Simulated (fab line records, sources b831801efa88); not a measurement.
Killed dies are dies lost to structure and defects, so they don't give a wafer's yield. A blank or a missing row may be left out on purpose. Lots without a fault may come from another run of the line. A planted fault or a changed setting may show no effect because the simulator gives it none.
Which tool did it? | flow sky130 | 11 lots, 33 wafers sampled, at 5 steps of a route of 708

WHAT THE GAUGES READ, wafer by wafer
SKY_NWELL_TW_MEAS_26.
lot  | measured     | on            | NWELL_2_TW
L999 | day 5 11:04  | film_metro-03 | 499.7 498.1 499.9
L100 | day 5 15:07  | film_metro-03 | 499.5 497.6 497.9
L104 | day 6 21:16  | film_metro-04 | 501.2 499.2 501.9
L106 | day 7 09:38  | film_metro-04 | 501.2 502.1 500.2
L113 | day 9 03:38  | film_metro-02 | 502.6 501.2 502.4
L114 | day 9 11:04  | film_metro-03 | 494.8 496.0 495.9
L115 | day 9 16:09  | film_metro-02 | 500.9 501.4 501.7
L117 | day 10 08:37 | film_metro-04 | 500.8 497.1 499.0
L118 | day 10 12:11 | film_metro-04 | 499.7 501.4 500.0
L119 | day 10 18:28 | film_metro-03 | 496.0 493.5 493.1
L121 | day 11 03:43 | film_metro-03 | 496.7 497.4 497.8

WHICH TOOL RAN EACH LOT (tool, then ch and the chambers of the sampled wafers, then the start)
lot  | SKY_FIELD_ISO_ETCH_17           | SKY_PWDE_SOFTBAKE_03             | SKY_PWDE_STRIP_09                   | SKY_NWELL_STRIP_25
L999 | rie_si-02 ch 0,2,3, day 2 10:42 | litho_track-03 ch 0, day 3 16:44 | plasma_asher-03 ch 0, day 4 00:19   | plasma_asher-03 ch 0,1, day 5 10:58
L100 | rie_si-01 ch 0,2,3, day 2 14:39 | litho_track-04 ch 0, day 3 20:11 | plasma_asher-01 ch 0,1, day 4 04:25 | plasma_asher-02 ch 0,1, day 5 15:01
L104 | rie_si-02 ch 1,2,3, day 3 13:51 | litho_track-03 ch 0, day 4 22:25 | plasma_asher-01 ch 0,1, day 5 07:44 | plasma_asher-02 ch 0,1, day 6 21:10
L106 | rie_si-01 ch 0,1,2, day 4 02:56 | litho_track-03 ch 0, day 5 10:15 | plasma_asher-01 ch 0,1, day 5 20:07 | plasma_asher-04 ch 0,1, day 7 09:33
L113 | rie_si-02 ch 1,2,3, day 5 13:19 | litho_track-04 ch 0, day 7 00:04 | plasma_asher-02 ch 0,1, day 7 09:23 | plasma_asher-02 ch 0,1, day 9 03:31
L114 | rie_si-01 ch 0,1,3, day 5 19:46 | litho_track-04 ch 0, day 7 05:46 | plasma_asher-01 ch 0, day 7 15:46   | plasma_asher-04 ch 0,1, day 9 10:58
L115 | rie_si-02 ch 0,1,3, day 5 23:05 | litho_track-04 ch 0, day 7 10:41 | plasma_asher-01 ch 0,1, day 7 21:13 | plasma_asher-02 ch 0,1, day 9 16:03
L117 | rie_si-02 ch 2,3, day 6 08:51   | litho_track-03 ch 0, day 8 00:58 | plasma_asher-02 ch 0,1, day 8 11:40 | plasma_asher-04 ch 0,1, day 10 08:31
L118 | rie_si-01 ch 0,2,3, day 6 13:34 | litho_track-03 ch 0, day 8 04:51 | plasma_asher-01 ch 0,1, day 8 16:09 | plasma_asher-02 ch 0,1, day 10 12:06
L119 | rie_si-02 ch 0,2,3, day 6 18:06 | litho_track-04 ch 0, day 8 10:59 | plasma_asher-02 ch 0,1, day 8 22:01 | plasma_asher-03 ch 0,1, day 10 18:22
L121 | rie_si-02 ch 1,2, day 7 05:44   | litho_track-01 ch 0, day 8 20:14 | plasma_asher-02 ch 0,1, day 9 07:01 | plasma_asher-04 ch 0,1, day 11 03:36
- SKY_FIELD_ISO_ETCH_17: etches Si in HBr/Cl2/O2, target depth 342 nm, time 97.7 s.
- SKY_PWDE_SOFTBAKE_03
- SKY_PWDE_STRIP_09: strips in O2/N2.
- SKY_NWELL_STRIP_25: strips in O2/N2.

WHAT THE TOOLS THEMSELVES READ (means of the sampled wafers that have a number; where no wafer has one, the mark that the record gives instead)
SKY_FIELD_ISO_ETCH_17.
lot  | tool      | drypump_motor_current_A (A) | oes_product_au (a.u.) | rf_fwd_power_W (W) | throttle_valve_pct (%)
L999 | rie_si-02 | 5.5                         | 1.003                 | 595.1              | 25.646
L100 | rie_si-01 | 6.1                         | 0.980                 | 596.5              | 25.667
L104 | rie_si-02 | 5.7                         | 1.006                 | 597.5              | 25.658
L106 | rie_si-01 | 6.1                         | 0.990                 | 595.2              | 25.660
L113 | rie_si-02 | 5.7                         | 1.002                 | 597.4              | 25.659
L114 | rie_si-01 | 6.1                         | 0.997                 | 597.6              | 25.665
L115 | rie_si-02 | 5.7                         | 0.992                 | 596.6              | 25.667
L117 | rie_si-02 | 5.5                         | 0.995                 | 595.2              | 25.653
L118 | rie_si-01 | 6.1                         | 0.993                 | 597.7              | 25.663
L119 | rie_si-02 | 5.5                         | 1.000                 | 595.0              | 25.653
L121 | rie_si-02 | 5.4                         | 1.005                 | 598.3              | 25.650

SKY_PWDE_SOFTBAKE_03.
lot  | tool           | chill_plate_temp_C (C) | heater_power_total_W (W) | plate_temp_C (C)
L999 | litho_track-03 | 23.16                  | 65.32                    | 109.84
L100 | litho_track-04 | 23.16                  | 65.39                    | 109.95
L104 | litho_track-03 | 23.08                  | 70.08                    | 115.81
L106 | litho_track-03 | 22.95                  | 69.93                    | 116.00
L113 | litho_track-04 | 23.09                  | 65.30                    | 109.92
L114 | litho_track-04 | 22.96                  | 65.34                    | 110.10
L115 | litho_track-04 | 23.00                  | 65.33                    | 110.06
L117 | litho_track-03 | 22.88                  | 65.35                    | 110.25
L118 | litho_track-03 | 22.91                  | 65.27                    | 109.98
L119 | litho_track-04 | 23.04                  | 65.23                    | 109.97
L121 | litho_track-01 | 22.98                  | 65.39                    | 110.03

SKY_PWDE_STRIP_09.
lot  | tool            | drypump_motor_current_A (A) | o2_flow_sccm (sccm) | oes_product_au (a.u.) | strip_time_to_endpoint_s (s)
L999 | plasma_asher-03 | 4.8                         | 3003                | 0.723                 | 36.93
L100 | plasma_asher-01 | 5.9                         | 2993                | 0.724                 | 36.85
L104 | plasma_asher-01 | 5.9                         | 3000                | 0.721                 | 36.44
L106 | plasma_asher-01 | 5.9                         | 3003                | 0.720                 | 36.30
L113 | plasma_asher-02 | 5.9                         | 2994                | 0.719                 | 36.86
L114 | plasma_asher-01 | 5.2                         | 3011                | 0.723                 | 36.76
L115 | plasma_asher-01 | 5.5                         | 3003                | 0.725                 | 36.94
L117 | plasma_asher-02 | 5.9                         | 2997                | 0.723                 | 36.84
L118 | plasma_asher-01 | 5.6                         | 2998                | 0.714                 | 36.73
L119 | plasma_asher-02 | 5.9                         | 3003                | 0.727                 | 36.86
L121 | plasma_asher-02 | 5.9                         | 2994                | 0.727                 | 36.82

SKY_NWELL_STRIP_25.
lot  | tool            | drypump_motor_current_A (A) | o2_flow_sccm (sccm) | oes_product_au (a.u.) | strip_time_to_endpoint_s (s)
L999 | plasma_asher-03 | 5.5                         | 3001                | 0.719                 | 36.59
L100 | plasma_asher-02 | 5.9                         | 2990                | 0.720                 | 36.90
L104 | plasma_asher-02 | 5.9                         | 3004                | 0.723                 | 36.91
L106 | plasma_asher-04 | 5.3                         | 3004                | 0.722                 | 36.91
L113 | plasma_asher-02 | 5.9                         | 2999                | 0.724                 | 36.96
L114 | plasma_asher-04 | 5.8                         | 2994                | 0.724                 | 37.03
L115 | plasma_asher-02 | 5.9                         | 3003                | 0.725                 | 36.97
L117 | plasma_asher-04 | 5.7                         | 3002                | 0.726                 | 36.93
L118 | plasma_asher-02 | 5.9                         | 3000                | 0.722                 | 37.03
L119 | plasma_asher-03 | 5.5                         | 3017                | 0.727                 | 37.00
L121 | plasma_asher-04 | 5.7                         | 3006                | 0.725                 | 36.84

THE ANSWER, worked out from the rows above alone
Rule: what is usual is taken from the lots themselves. Put in order of their means at a reading, lots are off if they are a third of the lots or fewer, leave a main group of 4 or more, and stand apart from it by a gap of 3 or more times the standard deviation of the main group's means; of several such gaps the widest counts. A main group whose means are all the same, to the digits that the tables above print for the reading, isn't used. A lot without any number at a reading at which 4 lots or more have one is off too. The other lots that the step has rows for count as sound. The gauges are gone through in route order, then the tools' own readings, and for those a lot's mean is taken as printed above. The first step at which some lot is off is used, and at that step the reading that is off furthest; a lot without a number counts as furthest.
Off: L104, L106, at SKY_PWDE_SOFTBAKE_03 (heater_power_total_W). The main group: mean 65.32 W, standard deviation 0.049.
A tool fits if, at that step or a process step before it, it ran every lot that is off, and no sound lot after the first of them. None of those tried fits.

WHAT THE SIMULATOR HAD PUT IN
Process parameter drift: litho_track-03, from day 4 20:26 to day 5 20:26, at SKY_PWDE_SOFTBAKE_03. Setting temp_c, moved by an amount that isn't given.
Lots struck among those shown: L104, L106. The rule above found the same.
